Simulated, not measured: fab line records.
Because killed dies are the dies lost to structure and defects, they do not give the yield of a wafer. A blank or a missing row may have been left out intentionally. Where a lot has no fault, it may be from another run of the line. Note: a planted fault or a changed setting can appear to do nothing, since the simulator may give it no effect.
Problem report, 8D (eight disciplines) form, completed by code || flow sky130 || the parts of the form that need people (team, actions taken, sign-off) are left out

1. PROBLEM STATEMENT
LOCAL_INTERCONNECT_TIN_RS at SKY_LOCAL_INTERCONNECT_RS_MEAS_01 reads a mean of 15.75 ohm/sq on 1 wafer of 1 lot; wafers without a fault read 14.17 ohm/sq with a standard deviation of 0.19. Relative to the usual mean, that is a shift of +8.3 standard deviations.
The step: measures by four-point-probe.
The first sign was on wafer L598.4 at day 34 00:38, on film_metro-04. Wafers with a number at this step in the record: 33, from 11 lots. The rule behind "out" and "out of limits": a value lying over 4 standard deviations away from the usual mean. The other wafers with a number count as sound.

2. WHAT IT IS, WHAT IT ISN'T
{"question": "which readings at this step", "is": "LOCAL_INTERCONNECT_TIN_RS", "is not": "-"}
{"question": "which lots", "is": "L598", "is not": "L587, L589, L592, L593, L595, L596, L601, L606, L608, L609"}
{"question": "which wafers of those lots", "is": "L598.4", "is not": "L598.1, L598.2"}
{"question": "read on which gauges", "is": "film_metro-04", "is not": "film_metro-02, film_metro-03"}
{"question": "when", "is": "from day 34 00:38", "is not": "up to then (20 sound wafers); but 12 sound wafers of L601, L606, L608, L609 came after"}

3. WHAT RULES OUT EACH SUSPECT
Counting: any tool at a process step up to the reading remains a suspect provided it ran every lot that is out. Sound lots after the first of them don't rule it out here, since some wafers of a struck lot are sound.
- the gauge at SKY_LOCAL_INTERCONNECT_RS_MEAS_01 is ruled out. All the wafers that are out were read on film_metro-04, but those of them that SKY_LOCAL_INTERCONNECT_METAL_ETCH_14 has rows for are out there too, on other tools.
- pvd_sputter-03 at SKY_LOCAL_INTERCONNECT_SPUTTER_00 (material TiN, target thk 100 nm, time 83.3 s): kept. L598, the lot that is out, went through it at day 34 00:34; up to then, the latest sound lot through it was L596 at day 33 09:14.
The count leaves pvd_sputter-03 at SKY_LOCAL_INTERCONNECT_SPUTTER_00.

4. THE CAUSE (what the simulator had put in)
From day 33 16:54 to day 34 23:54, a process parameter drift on pvd_sputter-03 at SKY_LOCAL_INTERCONNECT_SPUTTER_00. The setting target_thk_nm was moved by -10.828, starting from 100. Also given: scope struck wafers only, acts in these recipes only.
After counting, this tool was the only one left.

5. THE CHAIN OF EFFECTS, in route order
Each row: a reading where the mean over the struck wafers with a number is more than 3 standard deviations away from the usual. Only readings whose record carries a usual standard deviation are examined. hours: median over the lots of the time between each lot's start at the first step of this table that gives one and its start at this step. sigmas: the change, counted in usual standard deviations.
{"hours": 0, "step": "SKY_LOCAL_INTERCONNECT_RS_MEAS_01", "reading": "LOCAL_INTERCONNECT_TIN_RS", "usual": "14.17 ohm/sq", "on struck wafers": 15.75, "change": "+1.58", "sigmas": "+8.3"}
{"hours": 0, "step": "SKY_LOCAL_INTERCONNECT_THK_MEAS_02", "reading": "LOCAL_INTERCONNECT_TIN_THK", "usual": "97.9 nm", "on struck wafers": 89.1, "change": -8.8, "sigmas": -6.8}
{"hours": 28, "step": "SKY_LOCAL_INTERCONNECT_METAL_ETCH_14", "reading": "oes_product_au", "usual": "0.940 a.u.", "on struck wafers": 0.889, "change": -0.051, "sigmas": -6.3}
{"hours": 28, "step": "SKY_LOCAL_INTERCONNECT_METAL_ETCH_14", "reading": "throttle_valve_pct", "usual": "21.901 %", "on struck wafers": 21.943, "change": "+0.042", "sigmas": "+3.8"}
It contains these process steps:
- SKY_LOCAL_INTERCONNECT_METAL_ETCH_14: etches TiN in Cl2/BCl3, stops on PSG, target depth 110 nm, time 31.4 s.
Later measuring or inspecting steps at which every struck wafer that the step has a row for has a number for every such reading, and none has moved that far: SKY_VIA2_CD_MEAS_12.

6. WHAT WOULD HAVE CAUGHT IT SOONER
The first out-of-limits reading at a measuring or inspecting step in this record came at day 34 00:38, 8 hours after the fault's start at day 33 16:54.
Tool readings at SKY_LOCAL_INTERCONNECT_SPUTTER_00 with a usual standard deviation given in the record: none out on any struck wafer, hence no alarm at a limit of 4 standard deviations on them.
By day 34 00:38 the whole set of lots that are out, 1 in number, had already begun SKY_LOCAL_INTERCONNECT_SPUTTER_00 on pvd_sputter-03. A hold on the tool at that time would have spared none of them.
